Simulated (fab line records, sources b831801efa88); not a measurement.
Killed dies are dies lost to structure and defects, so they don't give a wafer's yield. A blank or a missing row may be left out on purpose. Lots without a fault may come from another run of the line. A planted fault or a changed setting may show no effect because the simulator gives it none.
One fault seen from 2 desks | flow gf180mcu | each desk has only its own numbers; what lay behind them comes last

THE TOOL OWNER'S DESK: pvd_sputter-04
The tool's own readings at GF_V5_SPUTTER_22 (material TiN, target thk 10 nm, time 40 s): means of the sampled wafers that have a number, for each lot that ran on this tool. A lot is out of limits, marked OUT, if its mean lies more than 4 standard deviations from the usual mean; the brackets give that distance.
Columns: A = throttle_valve_pct at GF_V5_SPUTTER_22, usual 30.1 %
lot  | first seen here | A
L128 | day 28 02:01    | 29.6
L131 | day 28 20:05    | 30.0
L134 | day 29 14:55    | 29.7
This desk's finding: nothing out of limits on any of the 3 lots.

THE METROLOGY DESK
What the gauges read, lot by lot, whatever tool the lot ran on: means of the sampled wafers that have a number. A lot is out of limits, marked OUT, if its mean lies more than 4 standard deviations from the usual mean; the brackets give that distance.
Columns: A = cd_nm at GF_V5_CD_MEAS_14, usual 260.1 nm; B = V5_OVL at GF_V5_OVL_MEAS_15, usual -2 nm
lot  | first seen here | A     | B
L128 | day 28 01:07    | 261.5 | 8
L131 | day 28 19:11    | 257.2 | 3
L134 | day 29 13:58    | 260.9 | -2
L147 | day 33 03:04    | 260.2 | -4
L148 | day 33 09:32    | 261.1 | -7
This desk's finding: nothing out of limits on any of the 5 lots.

PUT TOGETHER
The tool owner's desk saw nothing out of limits.
The metrology desk saw nothing out of limits.

WHAT THE SIMULATOR HAD PUT IN
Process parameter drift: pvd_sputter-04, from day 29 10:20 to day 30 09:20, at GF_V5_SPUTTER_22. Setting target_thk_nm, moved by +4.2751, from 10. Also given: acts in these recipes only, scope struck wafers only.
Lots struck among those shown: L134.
